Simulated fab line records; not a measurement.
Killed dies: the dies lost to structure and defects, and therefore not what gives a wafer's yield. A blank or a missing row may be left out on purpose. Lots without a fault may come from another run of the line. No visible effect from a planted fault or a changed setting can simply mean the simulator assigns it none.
fab line records | flow sky130
[record] lots = 11 wafers = 33 lastDay = 50
route steps=708 shown SD_N@350 LI_CONTACT@362 PAD_OPEN@708
lots with no fault: from the same line, run without faults
startH: hours from the record's opening day to when the first of the lot's shown wafers began | waitH: how many hours have passed since the lot's step before this one | " as in the row above | L1.1+2: a row that stands for several wafers | - no value present, or no start provided | * or withheld: withheld | < > ~ a bound
route shown NAME@n: a module of which the file shows steps, and the number in the route of the first | usual: the fault-free wafers' mean and standard deviation | same: alike in all rows | chamber/n: place in a boat | sites: per-site readings | _std_site: the standard deviation of these | _edge_site: the outer-site mean with the inner-site mean subtracted | radiusMm: for every site, how far away it sits from the centre of the wafer | mask NAME#n: copy n | behind: tool/chamber where the wafer was last shaped | hold: the reason the lot was held/the length of the hold in hours/how it ended | device: whichever transistor did not switch (one of n, p or np) | end of line: the same wafers' tests at the end of the route | where a step has no rows: the recipe by itself | killed: not the wafer's yield, but the dies lost to structure and defects at the first sort | map: a wafer's dies, marking killed ones x, the rest . and places with no die _
set.NAME: the setting that was run; set.NAME@STEP: the one run at that earlier step | model.NAME: the simulator's own value behind a step, which no gauge read
one table for each step of the route and one row for each wafer, over a sample of lots
services: from which hour (startH, from the record's first day; less than 0 if before it) a tool's chamber was out of use, for how many hours, and why
[[steps]]
[step SKY_SD_N_OVL_MEAS_08]
[usual] SD_N_OVL = -0.8/1.1
// columns lot.wafer tool chamber startH waitH SD_N_OVL[nm]
L581.2 overlay-01 - 651.23 0.1 -1.4
L581.3 " - " " -1.1
L581.6 " - " " 0.4
L583.1 overlay-01 - 669.93 0.1 -0.8
L583.4 " - " " 0.7
L583.5 " - " " -0.3
L584.2 overlay-01 - 701.88 0.1 -1.7
L584.3 " - " " -0.3
L584.5 " - " " -1.8
L587.3 overlay-01 - 702.19 0.1 0.0
L587.4 " - " " -1.0
L587.6 " - " " -0.1
L588.2 overlay-01 - 711.80 0.1 -1.0
L588.3 " - " " -0.3
L588.5 " - " " 0.1
L589.2 overlay-01 - 722.70 0.1 -0.8
L589.5 " - " " -1.2
L589.6 " - " " -0.1
L590.1 overlay-02 - 731.08 0.1 -0.3
L590.2 " - " " -0.5
L590.5 " - " " 0.5
L600.1 overlay-01 - 807.51 0.1 -0.8
L600.5 " - " " -2.0
L600.6 " - " " -0.1
L601.3 overlay-01 - 811.54 0.1 -3.3
L601.5 " - " " -1.7
L601.6 " - " " -1.0
L602.1 overlay-01 - 816.81 0.1 -2.2
L602.3 " - " " -2.0
L602.4 " - " " -1.0
L603.1 overlay-02 - 825.04 0.1 -1.2
L603.3 " - " " -1.2
L603.5 " - " " 0.0
[step SKY_SD_N_RTA_14]
[recipe] tempC = 1075 timeS = 2 idleTempC = 650 rampUpCPerS = 150 rampDownCPerS = 90 ambient = N2
[usual] annealTempCMax = 1081.4/1.2 lampPowerPct = 15.74/0.046 rampUpCPerS = 150.00/0.027 wafer_temp_C_max = 1077.9/1.2
// columns lot.wafer tool chamber startH waitH annealTempCMax lampPowerPct rampUpCPerS wafer_temp_C_max
L581.2 rtpAnneal-01 0 651.78 0.0 1081.4 15.64 149.96 1078.7
L581.3 " 0 " " 1081.1 15.68 150.01 1078.3
L581.6 " 0 " " 1080.7 15.81 149.95 1076.7
L583.1 rtpAnneal-02 0 670.50 0.0 1082.7 15.64 150.01 1078.0
L583.4 " 0 " " 1081.0 15.78 150.00 1079.1
L583.5 " 0 " " 1082.8 15.74 150.01 1078.1
L584.2 rtpAnneal-01 0 702.43 0.0 1081.8 15.71 150.00 1080.5
L584.3 " 0 " " 1079.4 15.79 149.94 1077.2
L584.5 " 0 " " 1081.6 15.72 150.03 1080.2
L587.3 rtpAnneal-01 0 702.74 0.0 1079.2 15.82 149.96 1076.9
L587.4 " 0 " " 1083.3 15.69 149.99 1078.5
L587.6 " 0 " " 1080.4 15.73 149.99 1076.6
L588.2 rtpAnneal-01 0 712.35 0.0 1079.8 15.80 150.00 1077.3
L588.3 " 0 " " 1080.6 15.65 149.97 1078.2
L588.5 " 0 " " 1080.1 15.71 150.03 1076.7
L589.2 rtpAnneal-02 0 723.25 0.0 1080.1 15.69 150.04 1078.5
L589.5 " 0 " " 1081.5 15.76 150.00 1076.9
L589.6 " 0 " " 1079.5 15.76 150.02 1077.3
L590.1 rtpAnneal-01 0 731.62 0.0 1081.0 15.79 149.99 1077.2
L590.2 " 0 " " 1081.8 15.77 149.95 1080.3
L590.5 " 0 " " 1080.4 15.72 149.99 1077.6
L600.1 rtpAnneal-02 0 808.05 0.0 1081.9 15.77 150.01 1075.6
L600.5 " 0 " " 1082.6 15.74 150.04 1078.0
L600.6 " 0 " " 1081.7 15.78 150.01 1077.0
L601.3 rtpAnneal-02 0 812.09 0.0 1080.8 15.80 150.04 1078.7
L601.5 " 0 " " 1080.4 15.81 149.97 1079.0
L601.6 " 0 " " 1081.4 15.72 150.00 1078.4
L602.1 rtpAnneal-01 0 817.35 0.0 1083.3 15.72 149.98 1078.9
L602.3 " 0 " " 1080.8 15.77 149.99 1077.4
L602.4 " 0 " " 1079.3 15.73 150.03 1077.9
L603.1 rtpAnneal-02 0 825.59 0.0 1082.4 15.78 150.01 1076.7
L603.3 " 0 " " 1080.8 15.73 149.97 1076.5
L603.5 " 0 " " 1080.1 15.78 150.00 1079.6
[step SKY_LI_CONTACT_HDPCVD_00]
[recipe] material = PSG targetThkNm = 930 sigmaOpenFrac = 0.3 timeS = 155 tempC = 600 sih4FlowSccm = 60 pressureMtorr = 6
[usual] runLengthS = 183.2/0.59
// columns lot.wafer tool chamber startH waitH runLengthS
L581.2 hdpcvd-01 1 652.32 0.0 182.4
L581.3 " 2 " " 182.2
L581.6 " 2 " " 181.8
L583.1 hdpcvd-02 2 671.05 0.0 183.3
L583.4 " 2 " " 183.7
L583.5 " 1 " " 183.5
L584.2 hdpcvd-02 2 702.97 0.0 183.1
L584.3 " 1 " " 183.7
L584.5 " 0 " " 184.1
L587.3 hdpcvd-01 0 703.30 0.0 183.1
L587.4 " 1 " " 182.8
L587.6 " 2 " " 182.1
L588.2 hdpcvd-02 2 712.89 0.0 201.6
L588.3 " 0 " " 183.4
L588.5 " 2 " " 202.5
L589.2 hdpcvd-02 2 723.80 0.0 201.6
L589.5 " 0 " " 183.2
L589.6 " 2 " " 201.8
L590.1 hdpcvd-02 0 732.17 0.0 183.1
L590.2 " 2 " " 202.1
L590.5 " 1 " " 184.4
L600.1 hdpcvd-02 2 808.60 0.0 183.8
L600.5 " 1 " " 183.6
L600.6 " 0 " " 183.6
L601.3 hdpcvd-01 2 812.63 0.0 182.0
L601.5 " 2 " " 181.7
L601.6 " 1 " " 182.9
L602.1 hdpcvd-02 1 817.90 0.0 183.4
L602.3 " 0 " " 183.2
L602.4 " 2 " " 183.7
L603.1 hdpcvd-02 1 826.14 0.0 183.4
L603.3 " 0 " " 183.3
L603.5 " 1 " " 183.4
[step SKY_LI_CONTACT_THK_MEAS_01]
[recipe] reads = PSG_of_LI_CONTACT_HDPCVD_00
[usual] LI_CONTACT_HDPCVD_THK = 930/7.7
// columns lot.wafer tool chamber startH waitH LI_CONTACT_HDPCVD_THK[nm]
L581.2 filmMetro-02 - 652.44 0.1 921
L581.3 " - " " 931
L581.6 " - " " 931
L583.1 filmMetro-02 - 671.16 0.1 935
L583.4 " - " " 930
L583.5 " - " " 931
L584.2 filmMetro-01 - 703.09 0.1 927
L584.3 " - " " 928
L584.5 " - " " 937
L587.3 filmMetro-02 - 703.43 0.1 911
L587.4 " - " " 917
L587.6 " - " " 925
L588.2 filmMetro-01 - 713.00 0.1 1039
L588.3 " - " " 925
L588.5 " - " " 1039
L589.2 filmMetro-02 - 723.92 0.1 1047
L589.5 " - " " 928
L589.6 " - " " 1046
L590.1 filmMetro-01 - 732.28 0.1 927
L590.2 " - " " 1034
L590.5 " - " " 918
L600.1 filmMetro-01 - 808.70 0.1 931
L600.5 " - " " 940
L600.6 " - " " 924
L601.3 filmMetro-02 - 812.75 0.1 924
L601.5 " - " " 908
L601.6 " - " " 928
L602.1 filmMetro-02 - 818.00 0.1 918
L602.3 " - " " 918
L602.4 " - " " 927
L603.1 filmMetro-02 - 826.25 0.1 940
L603.3 " - " " 938
L603.5 " - " " 931
[step SKY_LI_CONTACT_CMP_02]
[recipe] material = PSG downForcePsi = 4 platenRpm = 60 padVelocityMS = 0.94248
[usual] motorCurrentA = 12.0/0.88 timeToEndpointS = 32.3/2.3
// columns lot.wafer tool chamber startH waitH motorCurrentA timeToEndpointS
L581.3 cmp-02 0 652.49 0.0 11.8 36.6
L581.2 " 1 " " 13.7 32.6
L581.6 " 1 " " 13.5 35.7
L583.1 cmp-02 2 671.27 0.1 11.5 32.5
L583.4 " 3 " " 12.5 33.0
L583.5 " 2 " " 11.8 32.7
L584.2 cmp-02 3 703.14 0.0 12.6 37.7
L584.3 " 1 " " 13.8 33.3
L584.5 " 3 " " 12.2 37.3
L587.3 cmp-01 2 703.67 0.2 11.3 29.9
L587.4 " 3 " " 12.1 31.2
L587.6 " 1 " " 11.4 27.7
L588.2 cmp-02 3 713.10 0.1 11.7 47.2
L588.3 " 1 " " 12.9 33.1
L588.5 " 2 " " 12.0 44.6
L589.2 cmp-02 1 724.20 0.3 13.1 45.2
L589.6 " 1 " " 13.6 42.7
L589.5 " 2 " " 11.5 30.6
L590.1 cmp-02 1 732.39 0.1 13.1 31.1
L590.2 " 2 " " 11.3 41.6
L590.5 " 1 " " 12.7 30.3
L600.1 cmp-01 1 808.76 0.1 10.9 30.1
L600.6 " 1 " " 10.7 27.6
L600.5 " 2 " " 10.2 29.1
L601.3 cmp-01 1 812.84 0.1 10.8 30.7
L601.6 " 0 " " 13.0 29.0
L601.5 " 1 " " 10.7 28.4
L602.1 cmp-01 1 818.06 0.1 11.0 31.6
L602.3 " 2 " " 11.4 30.6
L602.4 " 3 " " 12.8 31.2
L603.1 cmp-01 2 826.31 0.1 10.9 33.5
L603.3 " 3 " " 11.5 33.4
L603.5 " 3 " " 11.6 31.0
[step SKY_LI_CONTACT_RS_MEAS_22]
[recipe] thkMeasGauge = four-point-probe reads = W_of_LI_CONTACT_CVD_21+TiN_of_LI_CONTACT_SPUTTER_20+Ti_of_LI_CONTACT_SPUTTER_19
[usual] LI_CONTACT_W_RS = 0.2838/0.0025
// columns lot.wafer tool chamber startH waitH LI_CONTACT_W_RS[ohm/sq]
L581.2 filmMetro-01 - 681.35 0.1 0.2869
L581.3 " - " " 0.2869
L581.6 " - " " 0.2881
L583.1 filmMetro-03 - 699.93 0.1 0.2901
L583.4 " - " " 0.2860
L583.5 " - " " 0.2867
L584.2 filmMetro-03 - 732.30 0.1 0.2885
L584.3 " - " " 0.2880
L584.5 " - " " 0.2829
L587.3 filmMetro-02 - 733.09 0.1 0.2838
L587.4 " - " " 0.2847
L587.6 " - " " 0.2848
L588.2 filmMetro-03 - 742.05 0.1 0.2854
L588.3 " - " " 0.2849
L588.5 " - " " 0.2895
L589.2 filmMetro-03 - 752.48 0.1 0.2824
L589.5 " - " " 0.2805
L589.6 " - " " 0.2864
L590.1 filmMetro-02 - 761.14 0.1 0.2847
L590.2 " - " " 0.2840
L590.5 " - " " 0.2823
L600.1 filmMetro-01 - 836.43 0.1 0.2840
L600.5 " - " " 0.2858
L600.6 " - " " 0.2840
L601.3 filmMetro-03 - 840.03 0.1 0.2860
L601.5 " - " " 0.2855
L601.6 " - " " 0.2847
L602.1 filmMetro-02 - 845.90 0.1 0.2830
L602.3 " - " " 0.2800
L602.4 " - " " 0.2826
L603.1 filmMetro-03 - 853.35 0.1 0.2848
L603.3 " - " " 0.2867
L603.5 " - " " 0.2850
[step SKY_PAD_OPEN_PROBE_99]
[usual] killed_at_M0_to_M3 = 44/6.8 killed_at_M4_up = 3.1/1.9 killedAtContacts = 25/5.9 killedAtFrontEnd = 15/4.3 killedAtOther = 0.2/0.51 killedDies = 87/11 killedOnRim = 17/3.6 killedOpen = 47/7.9 killedShort = 39/6.4
[same] grossDies = 492 killedAtBackSide = 0
// columns lot.wafer tool chamber startH waitH killed_at_M0_to_M3 killed_at_M4_up killedAtContacts killedAtFrontEnd killedAtOther killedDies killedOnRim killedOpen killedShort
L584.2 prober-01 - 1117.65 0.1 35 0 31 22 0 88 21 44 44
L584.3 prober-01 - 1117.70 0.2 33 4 21 27 0 85 19 46 39
L584.5 prober-01 - 1117.80 0.2 33 1 25 23 1 83 17 43 40
L587.3 prober-02 - 1120.44 0.2 38 2 33 15 0 88 18 48 40
L587.4 prober-02 - 1120.49 0.2 40 2 30 13 1 86 20 39 47
L587.6 prober-02 - 1120.59 0.2 40 2 24 17 0 83 10 48 35
L588.2 prober-01 - 1125.20 0.1 39 0 15 17 2 73 14 41 32
L588.3 prober-01 - 1125.25 0.2 44 1 17 12 1 75 12 37 38
L588.5 prober-01 - 1125.35 0.2 47 2 20 15 0 84 14 37 47
L589.2 prober-02 - 1128.40 0.1 38 1 19 14 0 72 16 34 38
L589.5 prober-02 - 1128.55 0.2 52 3 16 11 0 82 15 47 35
L589.6 prober-02 - 1128.60 0.2 50 1 20 11 0 82 15 54 28
L590.1 prober-01 - 1134.53 0.1 46 2 33 24 0 105 20 51 54
L590.2 prober-01 - 1134.58 0.1 38 4 15 14 0 71 7 45 26
L590.5 prober-01 - 1134.73 0.2 39 0 17 14 1 71 14 38 33
L602.1 prober-01 - 1196.48 0.1 39 4 22 17 0 82 12 39 43
L602.3 prober-01 - 1196.58 0.2 44 7 19 20 0 90 20 51 39
L602.4 prober-01 - 1196.63 0.2 40 0 23 13 0 76 16 40 36
// killed by level:class
L584.2 LI_CONTACT:geometricParticle:open=11 CONTACT:geometricParticle:short=9 VIA3:geometricParticle:open=7 FIELD_ISO:geometricParticle:short=6 VIA1:geometricParticle:open=6 CONTACT:geometricParticle:open=6 METAL2:geometricParticle:short=6 POLY_GATE:geometricParticle:open=5
L584.3 POLY_GATE:geometricParticle:open=9 LOCAL_INTERCONNECT:geometricParticle:short=7 CONTACT:geometricParticle:open=6 VIA1:geometricParticle:open=6 VIA2:geometricParticle:open=6 FIELD_ISO:geometricParticle:short=5 FIELD_ISO:geometricParticle:open=5 POLY_GATE:geometricParticle:short=4
L584.5 LI_CONTACT:geometricParticle:open=12 FIELD_ISO:geometricParticle:short=8 POLY_GATE:geometricParticle:open=6 VIA1:geometricParticle:short=6 CONTACT:geometricParticle:open=6 CONTACT:geometricParticle:short=5 VIA1:geometricParticle:open=5 METAL2:geometricParticle:short=5
L587.3 CONTACT:geometricParticle:open=11 VIA1:geometricParticle:open=10 LOCAL_INTERCONNECT:geometricParticle:short=9 LI_CONTACT:geometricParticle:open=8 FIELD_ISO:geometricParticle:open=5 CONTACT:geometricParticle:short=5 METAL1:geometricParticle:short=5 VIA1:geometricParticle:short=5
L587.4 VIA1:geometricParticle:open=13 LI_CONTACT:geometricParticle:open=8 CONTACT:geometricParticle:short=6 FIELD_ISO:geometricParticle:short=5 VIA2:geometricParticle:short=5 LI_CONTACT:geometricParticle:short=5 LOCAL_INTERCONNECT:geometricParticle:short=5 METAL2:geometricParticle:short=4
L587.6 CONTACT:geometricParticle:open=12 FIELD_ISO:geometricParticle:open=7 LI_CONTACT:geometricParticle:open=6 METAL1:geometricParticle:short=6 VIA1:geometricParticle:open=6 VIA3:geometricParticle:open=6 METAL2:geometricParticle:short=5 VIA2:geometricParticle:open=5
L588.2 VIA2:geometricParticle:open=9 VIA1:geometricParticle:open=8 FIELD_ISO:geometricParticle:open=6 CONTACT:geometricParticle:short=6 POLY_GATE:geometricParticle:short=5 POLY_GATE:geometricParticle:open=4 VIA2:geometricParticle:short=4 LI_CONTACT:geometricParticle:open=3
L588.3 CONTACT:geometricParticle:open=9 VIA1:geometricParticle:open=8 VIA3:geometricParticle:open=7 VIA1:geometricParticle:short=6 VIA2:geometricParticle:open=5 VIA3:geometricParticle:short=4 POLY_GATE:geometricParticle:short=4 METAL1:geometricParticle:short=4
L588.5 METAL1:geometricParticle:short=7 VIA1:geometricParticle:open=7 VIA3:geometricParticle:open=7 VIA3:geometricParticle:short=6 METAL2:geometricParticle:short=6 LOCAL_INTERCONNECT:geometricParticle:short=5 CONTACT:geometricParticle:short=5 FIELD_ISO:geometricParticle:open=4
L589.2 VIA2:geometricParticle:open=8 CONTACT:geometricParticle:open=7 METAL1:geometricParticle:short=7 VIA1:geometricParticle:short=6 POLY_GATE:geometricParticle:open=5 POLY_GATE:geometricParticle:short=5 CONTACT:geometricParticle:short=5 VIA1:geometricParticle:open=5
L589.5 VIA1:geometricParticle:open=14 VIA2:geometricParticle:open=10 LI_CONTACT:geometricParticle:open=5 CONTACT:geometricParticle:open=5 CONTACT:geometricParticle:short=5 METAL2:geometricParticle:short=5 METAL1:geometricParticle:short=4 VIA1:geometricParticle:short=4
L589.6 VIA1:geometricParticle:open=14 VIA2:geometricParticle:open=10 CONTACT:geometricParticle:open=9 METAL1:geometricParticle:short=8 LI_CONTACT:geometricParticle:open=7 VIA3:geometricParticle:open=6 FIELD_ISO:geometricParticle:open=4 VIA2:geometricParticle:short=4
L590.1 CONTACT:geometricParticle:short=10 VIA1:geometricParticle:open=10 CONTACT:geometricParticle:open=9 METAL2:geometricParticle:short=9 VIA3:geometricParticle:open=8 FIELD_ISO:geometricParticle:short=7 VIA1:geometricParticle:short=6 LI_CONTACT:geometricParticle:open=5
L590.2 VIA1:geometricParticle:open=13 CONTACT:geometricParticle:open=10 FIELD_ISO:geometricParticle:short=6 VIA1:geometricParticle:short=5 VIA2:geometricParticle:short=4 VIA3:geometricParticle:open=4 POLY_GATE:geometricParticle:open=3 LI_CONTACT:geometricParticle:open=3
L590.5 VIA1:geometricParticle:open=13 METAL2:geometricParticle:short=6 FIELD_ISO:geometricParticle:open=5 LOCAL_INTERCONNECT:geometricParticle:short=5 CONTACT:geometricParticle:short=5 VIA2:geometricParticle:open=5 POLY_GATE:geometricParticle:open=4 LI_CONTACT:geometricParticle:open=4
L602.1 CONTACT:geometricParticle:open=11 FIELD_ISO:geometricParticle:short=5 VIA2:geometricParticle:open=5 POLY_GATE:geometricParticle:short=5 METAL1:geometricParticle:short=5 VIA1:geometricParticle:open=5 VIA1:geometricParticle:short=4 LI_CONTACT:geometricParticle:open=4
L602.3 VIA1:geometricParticle:open=11 VIA1:geometricParticle:short=8 FIELD_ISO:geometricParticle:open=6 VIA3:geometricParticle:open=6 POLY_GATE:geometricParticle:open=5 LI_CONTACT:geometricParticle:open=5 CONTACT:geometricParticle:short=5 POLY_GATE:geometricParticle:short=4
L602.4 CONTACT:geometricParticle:open=10 METAL2:geometricParticle:short=8 VIA3:geometricParticle:open=7 METAL1:geometricParticle:short=6 VIA3:geometricParticle:short=6 VIA1:geometricParticle:open=5 VIA2:geometricParticle:open=4 LI_CONTACT:geometricParticle:open=4
[[services]]
// columns tool chamber startH hours kind
hdpcvd-02 - 650.75 15.0 pm
hdpcvd-02 0 650.75 15.0 ventCycle
hdpcvd-02 1 650.75 15.0 ventCycle
hdpcvd-02 2 650.75 15.0 ventCycle
hdpcvd-02 0 665.75 - clean
hdpcvd-02 1 665.75 - clean
hdpcvd-02 2 665.75 - clean
cmp-02 - 668.07 1.4 repair
rtpAnneal-01 - 670.02 5.8 pm
cmp-01 - 684.78 0.5 repair
cmp-02 - 706.80 4.2 repair
cmp-01 - 723.94 0.3 repair
cmp-02 - 744.03 4.0 pm
cmp-02 - 748.03 - consumableReplace:conditioner
cmp-02 - 748.03 - consumableReplace:pad
hdpcvd-02 - 769.71 1.1 repair
hdpcvd-01 1 791.57 4.0 repair
hdpcvd-01 - 815.64 1.7 repair
cmp-02 - 818.41 2.4 repair
cmp-02 - 820.82 7.1 pm
[[key]]
[firstSign] step = SKY_LI_CONTACT_HDPCVD_00 reading = runLengthS direction = up sigmas = 32 usual = * struck = *
[effect] step = SKY_LI_CONTACT_THK_MEAS_01 reading = LI_CONTACT_HDPCVD_THK direction = up sigmas = 15 usual = 930 struck = 1041
[effect] step = SKY_LI_CONTACT_CMP_02 reading = timeToEndpointS direction = up sigmas = 5.3 usual = * struck = *
metAt SKY_LI_CONTACT_HDPCVD_00
struckLots L588,L589,L590
struckWafers L588.2,L588.5,L589.2,L589.6,L590.2
testerLeftOut L588,L589,L590
notActingAt SKY_SD_N_OVL_MEAS_08,SKY_SD_N_RTA_14,SKY_LI_CONTACT_RS_MEAS_22
onsetBetween 702.97 712.89
[fault] kind = processParameterDrift tool = hdpcvd-02 chamber = 2 onsetH = 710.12 steps = SKY_LI_CONTACT_HDPCVD_00 channel = timeS offset = * shape = step endH = 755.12 actsIn = * stated = *
// testerLeftOut: of these lots the tester's yield and bins aren't shown, on N5 and GAA mostly nor the transistor test; their killed dies are dies lost to structure and defects alone, not to doping, threshold or leakage, so they don't give the yield
